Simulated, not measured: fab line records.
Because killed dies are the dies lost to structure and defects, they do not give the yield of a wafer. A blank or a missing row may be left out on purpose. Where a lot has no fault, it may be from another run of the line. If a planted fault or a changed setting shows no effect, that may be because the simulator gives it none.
8D (eight disciplines) problem report, filled in by code || flow sky130 || the parts of the form that need people (team, actions taken, sign-off) are left out

1. THE PROBLEM
At SKY_METAL2_SOFTBAKE_11, plate_temp_C averages 99.09 C over 6 wafers from 2 lots, while fault-free wafers read 100.02 C, standard deviation 0.12. Relative to the usual mean, that is a shift of -7.8 standard deviations.
The step: time 90 s.
Earliest sighting: wafer L728.1 on litho_track-03 at day 40 19:00. Wafers with a number at this step in the record: 39, from 13 lots. By rule, "out" or "out of limits" means more than 4 standard deviations away from the usual mean. Any other wafer with a number is counted as sound.

2. WHAT IT IS, AND WHAT IT ISN'T
{"question": "which readings at this step", "is": "plate_temp_C, heater_power_total_W", "is not": "-"}
{"question": "which lots", "is": "L728, L729", "is not": "L710, L711, L712, L713, L714, L715, L717, L719, L721, L725, L731"}
{"question": "which wafers of those lots", "is": "all that have a number", "is not": "-"}
{"question": "read on which tools", "is": "litho_track-03", "is not": "litho_track-01, litho_track-04"}
{"question": "when", "is": "from day 40 19:00", "is not": "up to then (30 sound wafers); but 3 sound wafers of L731 came after"}

3. SUSPECTS, AND WHAT RULES EACH OUT
Counting: a tool at any process step up to the reading remains a suspect when it ran all the lots that are out and ran no sound lot after the first of those.
- litho_track-03 at SKY_METAL2_SOFTBAKE_11 (time 90 s): kept. It ran every lot that is out, first L728 (day 40 19:00), and no sound lot after that; its last sound lot up to then is L721 (day 38 21:00). On those wafers its own readings are out: heater_power_total_W, plate_temp_C.
Remaining after the count: litho_track-03 at SKY_METAL2_SOFTBAKE_11.

4. THE CAUSE (what the simulator had put in)
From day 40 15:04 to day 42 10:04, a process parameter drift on litho_track-03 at SKY_METAL2_SOFTBAKE_11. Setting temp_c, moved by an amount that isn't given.
After counting, this tool was the only one left.

5. THE CHAIN OF EFFECTS, in route order
One row per reading whose mean, taken over the struck wafers that have a number, lies over 3 standard deviations from the usual. Only readings for which the record gives a usual standard deviation are gone through. hours: the time from each lot's start at the first step in this table that gives one to its start at this step, as a median over the lots. sigmas: the change in usual standard deviations.
{"hours": 0, "step": "SKY_METAL2_SOFTBAKE_11", "reading": "heater_power_total_W", "usual": "57.35 W", "on struck wafers": 56.57, "change": -0.78, "sigmas": -7.1}
{"hours": 0, "step": "SKY_METAL2_SOFTBAKE_11", "reading": "plate_temp_C", "usual": "100.02 C", "on struck wafers": 99.09, "change": -0.93, "sigmas": -7.8}
The process steps in it:
- SKY_METAL2_SOFTBAKE_11: time 90 s.
Later steps that measure or inspect, where all struck wafers having a row at the step show a number for every such reading and not one has moved that far: SKY_VIA2_BOW_MEAS_03.

6. WHAT WOULD HAVE CAUGHT IT SOONER
First out-of-limits reading in this record: day 40 19:00, which is 4 hours after fault onset at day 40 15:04.
